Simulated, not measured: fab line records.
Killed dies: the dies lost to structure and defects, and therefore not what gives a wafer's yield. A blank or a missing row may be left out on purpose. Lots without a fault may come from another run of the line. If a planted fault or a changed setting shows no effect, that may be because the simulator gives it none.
The tool behind it: which one? :: flow sky130 :: 13 lots, 39 wafers sampled, at 6 steps of a route of 708

## WHAT THE GAUGES READ, wafer by wafer
SKY_VT_ADJUST_LVTN_TW_MEAS_10. Usual: VT_ADJUST_LVTN_TW 240.5, standard deviation 1.3.
lot: L812
measured: day 7 00:00
on: film-metro-01
VT_ADJUST_LVTN_TW: 240.0 240.5 241.2
flag: 

lot: L813
measured: day 7 06:40
on: film-metro-02
VT_ADJUST_LVTN_TW: 240.8 242.0 241.7
flag: 

lot: L814
measured: day 7 14:07
on: film-metro-04
VT_ADJUST_LVTN_TW: 242.1 241.1 240.4
flag: 

lot: L816
measured: day 8 03:14
on: film-metro-01
VT_ADJUST_LVTN_TW: 239.7 239.6 239.1
flag: 

lot: L819
measured: day 8 20:37
on: film-metro-02
VT_ADJUST_LVTN_TW: 241.1 241.0 242.1
flag: 

lot: L820
measured: day 9 03:51
on: film-metro-04
VT_ADJUST_LVTN_TW: 240.3 240.8 241.0
flag: 

lot: L823
measured: day 9 16:16
on: film-metro-04
VT_ADJUST_LVTN_TW: 240.3 241.2 241.4
flag: 

lot: L824
measured: day 10 09:17
on: film-metro-02
VT_ADJUST_LVTN_TW: 30.1 30.0 30.1
flag: OFF

lot: L825
measured: day 10 15:55
on: film-metro-01
VT_ADJUST_LVTN_TW: 239.9 239.5 239.1
flag: 

lot: L832
measured: day 12 15:13
on: film-metro-01
VT_ADJUST_LVTN_TW: 240.4 240.9 240.2
flag: 

lot: L833
measured: day 12 21:49
on: film-metro-04
VT_ADJUST_LVTN_TW: 239.5 240.5 239.5
flag: 

lot: L834
measured: day 13 03:00
on: film-metro-01
VT_ADJUST_LVTN_TW: 239.5 240.7 239.9
flag: 

lot: L835
measured: day 13 05:18
on: film-metro-02
VT_ADJUST_LVTN_TW: 243.3 243.7 242.5
flag: 

SKY_SD_P_OVL_MEAS_08. Usual: SD_P_OVL 1.0 nm, standard deviation 1.2.
lot: L812
measured: day 25 17:14
on: overlay-02
SD_P_OVL (nm): 2.7 0.3 0.2
flag: 

lot: L813
measured: day 25 21:05
on: overlay-02
SD_P_OVL (nm): 1.9 1.4 1.4
flag: 

lot: L814
measured: day 26 06:59
on: overlay-01
SD_P_OVL (nm): -0.3 2.5 3.0
flag: 

lot: L816
measured: day 27 01:26
on: overlay-02
SD_P_OVL (nm): -0.1 1.0 -0.2
flag: 

lot: L819
measured: day 28 10:23
on: overlay-01
SD_P_OVL (nm): 1.1 0.5 0.1
flag: 

lot: L820
measured: day 28 20:11
on: overlay-01
SD_P_OVL (nm): 2.9 3.4 2.3
flag: 

lot: L823
measured: day 29 08:02
on: overlay-01
SD_P_OVL (nm): 0.1 -0.4 1.2
flag: 

lot: L824
measured: day 30 03:03
on: overlay-02
SD_P_OVL (nm): 0.5 0.7 1.2
flag: 

lot: L825
measured: day 30 11:08
on: overlay-02
SD_P_OVL (nm): 1.6 0.4 1.8
flag: 

lot: L832
measured: day 32 18:55
on: overlay-01
SD_P_OVL (nm): 0.7 2.4 2.0
flag: 

lot: L833
measured: day 32 21:26
on: overlay-02
SD_P_OVL (nm): -0.8 1.9 -1.4
flag: 

lot: L834
measured: day 33 05:32
on: overlay-01
SD_P_OVL (nm): 2.3 1.3 2.5
flag: 

lot: L835
measured: day 33 01:02
on: overlay-02
SD_P_OVL (nm): 1.0 0.9 -0.1
flag: 

SKY_SD_N_OVL_MEAS_08. Usual: SD_N_OVL 1.5 nm, standard deviation 1.4.
lot: L812
measured: day 28 03:05
on: overlay-02
SD_N_OVL (nm): -1.5 0.6 0.3
flag: 

lot: L813
measured: day 28 07:34
on: overlay-02
SD_N_OVL (nm): 1.9 0.3 0.6
flag: 

lot: L814
measured: day 28 16:22
on: overlay-02
SD_N_OVL (nm): -0.1 2.9 2.9
flag: 

lot: L816
measured: day 29 11:20
on: overlay-01
SD_N_OVL (nm): 0.0 0.1 0.3
flag: 

lot: L819
measured: day 30 18:01
on: overlay-01
SD_N_OVL (nm): -0.9 1.1 -0.3
flag: 

lot: L820
measured: day 31 04:59
on: overlay-01
SD_N_OVL (nm): 0.1 2.1 2.8
flag: 

lot: L823
measured: day 31 16:17
on: overlay-01
SD_N_OVL (nm): 4.7 2.4 4.0
flag: 

lot: L824
measured: day 32 09:37
on: overlay-01
SD_N_OVL (nm): 1.6 3.1 1.8
flag: 

lot: L825
measured: day 32 19:00
on: overlay-01
SD_N_OVL (nm): 1.8 3.7 3.6
flag: 

lot: L832
measured: day 34 23:56
on: overlay-02
SD_N_OVL (nm): 1.0 0.7 -1.0
flag: 

lot: L833
measured: day 35 02:26
on: overlay-02
SD_N_OVL (nm): 0.7 2.5 2.9
flag: 

lot: L834
measured: day 35 10:32
on: overlay-02
SD_N_OVL (nm): 1.7 1.5 0.0
flag: 

lot: L835
measured: day 35 06:23
on: overlay-02
SD_N_OVL (nm): 2.5 2.9 2.4
flag: 

SKY_SD_N_TW_MEAS_12. Usual: SD_N_TW 3968, standard deviation 26.
lot: L812
measured: day 28 03:31
on: film-metro-04
SD_N_TW: 3936 3942 3941
flag: 

lot: L813
measured: day 28 08:01
on: film-metro-02
SD_N_TW: 3985 3981 3995
flag: 

lot: L814
measured: day 28 16:49
on: film-metro-02
SD_N_TW: 3991 3960 3967
flag: 

lot: L816
measured: day 29 11:46
on: film-metro-02
SD_N_TW: 3986 3997 3994
flag: 

lot: L819
measured: day 30 18:28
on: film-metro-04
SD_N_TW: 3972 3953 3976
flag: 

lot: L820
measured: day 31 05:25
on: film-metro-04
SD_N_TW: 3964 3923 3944
flag: 

lot: L823
measured: day 31 16:44
on: film-metro-04
SD_N_TW: 3925 3936 3940
flag: 

lot: L824
measured: day 32 10:03
on: film-metro-04
SD_N_TW: 3981 3961 3984
flag: 

lot: L825
measured: day 32 19:27
on: film-metro-02
SD_N_TW: 3964 3987 3951
flag: 

lot: L832
measured: day 35 00:23
on: film-metro-02
SD_N_TW: 3952 3960 3981
flag: 

lot: L833
measured: day 35 02:53
on: film-metro-04
SD_N_TW: 3932 3952 3974
flag: 

lot: L834
measured: day 35 10:58
on: film-metro-04
SD_N_TW: 3940 3962 3949
flag: 

lot: L835
measured: day 35 06:49
on: film-metro-02
SD_N_TW: 3995 3974 3997
flag: 

## WHAT TOOL EACH LOT RAN ON (gives the tool, then ch and the chambers of the sampled wafers, and finally the start)
lot: L812
SKY_VT_ADJUST_HVTP_STRIP_10: plasma-asher-04 ch 1, day 6 04:46
SKY_VT_ADJUST_LVTN_STRIP_09: plasma-asher-03 ch 1, day 6 23:53

lot: L813
SKY_VT_ADJUST_HVTP_STRIP_10: plasma-asher-02 ch 0,1, day 6 11:29
SKY_VT_ADJUST_LVTN_STRIP_09: plasma-asher-03 ch 0,1, day 7 06:34

lot: L814
SKY_VT_ADJUST_HVTP_STRIP_10: plasma-asher-04 ch 0,1, day 6 18:06
SKY_VT_ADJUST_LVTN_STRIP_09: plasma-asher-03 ch 0,1, day 7 14:02

lot: L816
SKY_VT_ADJUST_HVTP_STRIP_10: plasma-asher-02 ch 0, day 7 06:40
SKY_VT_ADJUST_LVTN_STRIP_09: plasma-asher-01 ch 0,1, day 8 03:08

lot: L819
SKY_VT_ADJUST_HVTP_STRIP_10: plasma-asher-02 ch 0,1, day 7 23:32
SKY_VT_ADJUST_LVTN_STRIP_09: plasma-asher-01 ch 0,1, day 8 20:31

lot: L820
SKY_VT_ADJUST_HVTP_STRIP_10: plasma-asher-03 ch 0,1, day 8 06:16
SKY_VT_ADJUST_LVTN_STRIP_09: plasma-asher-01 ch 0,1, day 9 03:44

lot: L823
SKY_VT_ADJUST_HVTP_STRIP_10: plasma-asher-04 ch 0,1, day 8 19:03
SKY_VT_ADJUST_LVTN_STRIP_09: plasma-asher-04 ch 0,1, day 9 16:11

lot: L824
SKY_VT_ADJUST_HVTP_STRIP_10: plasma-asher-04 ch 0,1, day 9 10:52
SKY_VT_ADJUST_LVTN_STRIP_09: plasma-asher-04 ch 0,1, day 10 09:11

lot: L825
SKY_VT_ADJUST_HVTP_STRIP_10: plasma-asher-03 ch 0,1, day 9 17:21
SKY_VT_ADJUST_LVTN_STRIP_09: plasma-asher-01 ch 0,1, day 10 15:50

lot: L832
SKY_VT_ADJUST_HVTP_STRIP_10: plasma-asher-02 ch 0,1, day 11 14:39
SKY_VT_ADJUST_LVTN_STRIP_09: plasma-asher-03 ch 0,1, day 12 15:08

lot: L833
SKY_VT_ADJUST_HVTP_STRIP_10: plasma-asher-04 ch 0,1, day 11 20:15
SKY_VT_ADJUST_LVTN_STRIP_09: plasma-asher-01 ch 0,1, day 12 21:44

lot: L834
SKY_VT_ADJUST_HVTP_STRIP_10: plasma-asher-04 ch 0,1, day 12 02:16
SKY_VT_ADJUST_LVTN_STRIP_09: plasma-asher-03 ch 0,1, day 13 02:53

lot: L835
SKY_VT_ADJUST_HVTP_STRIP_10: plasma-asher-02 ch 0,1, day 12 03:50
SKY_VT_ADJUST_LVTN_STRIP_09: plasma-asher-04 ch 0,1, day 13 05:11
- SKY_VT_ADJUST_HVTP_STRIP_10: strips in O2/N2.
- SKY_VT_ADJUST_LVTN_STRIP_09: strips in O2/N2.

## AS READ BY THE TOOLS THEMSELVES (means over the sampled wafers that have a number; for cases with no such wafer, the mark the record gives instead)
SKY_VT_ADJUST_HVTP_STRIP_10. Usual: drypump-motor-current-A 5.5 A, standard deviation 0.34; oes-product-au 0.716 a.u., standard deviation 0.0045; strip-time-to-endpoint-s 14.19 s, standard deviation 0.036.
lot: L812
tool: plasma-asher-04
drypump-motor-current-A (A): 6.1
oes-product-au (a.u.): 0.716
strip-time-to-endpoint-s (s): 14.17
flag: 

lot: L813
tool: plasma-asher-02
drypump-motor-current-A (A): 5.2
oes-product-au (a.u.): 0.714
strip-time-to-endpoint-s (s): 14.16
flag: 

lot: L814
tool: plasma-asher-04
drypump-motor-current-A (A): 5.8
oes-product-au (a.u.): 0.715
strip-time-to-endpoint-s (s): 14.17
flag: 

lot: L816
tool: plasma-asher-02
drypump-motor-current-A (A): 5.3
oes-product-au (a.u.): 0.716
strip-time-to-endpoint-s (s): 14.20
flag: 

lot: L819
tool: plasma-asher-02
drypump-motor-current-A (A): 5.2
oes-product-au (a.u.): 0.716
strip-time-to-endpoint-s (s): 14.19
flag: 

lot: L820
tool: plasma-asher-03
drypump-motor-current-A (A): 5.4
oes-product-au (a.u.): 0.713
strip-time-to-endpoint-s (s): 14.17
flag: 

lot: L823
tool: plasma-asher-04
drypump-motor-current-A (A): 5.8
oes-product-au (a.u.): 0.713
strip-time-to-endpoint-s (s): 14.13
flag: 

lot: L824
tool: plasma-asher-04
drypump-motor-current-A (A): 6.0
oes-product-au (a.u.): 0.933
strip-time-to-endpoint-s (s): -
flag: OFF

lot: L825
tool: plasma-asher-03
drypump-motor-current-A (A): 5.4
oes-product-au (a.u.): 0.718
strip-time-to-endpoint-s (s): 14.17
flag: 

lot: L832
tool: plasma-asher-02
drypump-motor-current-A (A): 5.2
oes-product-au (a.u.): 0.716
strip-time-to-endpoint-s (s): 14.26
flag: 

lot: L833
tool: plasma-asher-04
drypump-motor-current-A (A): 5.8
oes-product-au (a.u.): 0.723
strip-time-to-endpoint-s (s): 14.25
flag: 

lot: L834
tool: plasma-asher-04
drypump-motor-current-A (A): 5.8
oes-product-au (a.u.): 0.710
strip-time-to-endpoint-s (s): 14.19
flag: 

lot: L835
tool: plasma-asher-02
drypump-motor-current-A (A): 5.2
oes-product-au (a.u.): 0.714
strip-time-to-endpoint-s (s): 14.17
flag: 

SKY_VT_ADJUST_LVTN_STRIP_09. Usual: drypump-motor-current-A 5.8 A, standard deviation 0.46; oes-product-au 0.722 a.u., standard deviation 0.0046; strip-time-to-endpoint-s 36.95 s, standard deviation 0.095.
lot: L812
tool: plasma-asher-03
drypump-motor-current-A (A): 5.3
oes-product-au (a.u.): 0.721
strip-time-to-endpoint-s (s): 36.89
flag: 

lot: L813
tool: plasma-asher-03
drypump-motor-current-A (A): 5.5
oes-product-au (a.u.): 0.724
strip-time-to-endpoint-s (s): 36.79
flag: 

lot: L814
tool: plasma-asher-03
drypump-motor-current-A (A): 5.4
oes-product-au (a.u.): 0.724
strip-time-to-endpoint-s (s): 36.86
flag: 

lot: L816
tool: plasma-asher-01
drypump-motor-current-A (A): 6.1
oes-product-au (a.u.): 0.724
strip-time-to-endpoint-s (s): 36.92
flag: 

lot: L819
tool: plasma-asher-01
drypump-motor-current-A (A): 6.1
oes-product-au (a.u.): 0.720
strip-time-to-endpoint-s (s): 36.90
flag: 

lot: L820
tool: plasma-asher-01
drypump-motor-current-A (A): 6.4
oes-product-au (a.u.): 0.721
strip-time-to-endpoint-s (s): 37.05
flag: 

lot: L823
tool: plasma-asher-04
drypump-motor-current-A (A): 5.8
oes-product-au (a.u.): 0.723
strip-time-to-endpoint-s (s): 36.82
flag: 

lot: L824
tool: plasma-asher-04
drypump-motor-current-A (A): 6.0
oes-product-au (a.u.): 0.730
strip-time-to-endpoint-s (s): 43.55
flag: OFF

lot: L825
tool: plasma-asher-01
drypump-motor-current-A (A): 6.1
oes-product-au (a.u.): 0.724
strip-time-to-endpoint-s (s): 37.08
flag: 

lot: L832
tool: plasma-asher-03
drypump-motor-current-A (A): 5.5
oes-product-au (a.u.): 0.723
strip-time-to-endpoint-s (s): 36.96
flag: 

lot: L833
tool: plasma-asher-01
drypump-motor-current-A (A): 6.1
oes-product-au (a.u.): 0.720
strip-time-to-endpoint-s (s): 37.04
flag: 

lot: L834
tool: plasma-asher-03
drypump-motor-current-A (A): 5.5
oes-product-au (a.u.): 0.719
strip-time-to-endpoint-s (s): 37.04
flag: 

lot: L835
tool: plasma-asher-04
drypump-motor-current-A (A): 6.0
oes-product-au (a.u.): 0.724
strip-time-to-endpoint-s (s): 36.92
flag: 

## THE ANSWER, worked out from the rows above alone
Rule: take the mean of a lot's wafers that have a number; if it is more than 3 standard deviations from the usual mean, the lot is off. Also off: a lot with no number at a reading for which 4 or more lots have one. The other lots that the step has rows for count as sound. First the gauges in route order, then the tools' own readings, where a lot's mean is used as printed above. The first step at which some lot is off is used, and at that step the reading that is off furthest; a lot without a number counts as furthest.
Off: L824, at SKY_VT_ADJUST_LVTN_TW_MEAS_10 (VT_ADJUST_LVTN_TW).
If a tool, at a process step before that reading, ran all the lots that are off and no sound lot after the first of them, it fits. Not tried: the gauges at SKY_VT_ADJUST_LVTN_TW_MEAS_10; whatever is off there is also off at SKY_VT_ADJUST_HVTP_STRIP_10, on other tools, and gauge error can't account for it. Of those tried, none fits.

## WHAT HAD BEEN PUT IN BY THE SIMULATOR
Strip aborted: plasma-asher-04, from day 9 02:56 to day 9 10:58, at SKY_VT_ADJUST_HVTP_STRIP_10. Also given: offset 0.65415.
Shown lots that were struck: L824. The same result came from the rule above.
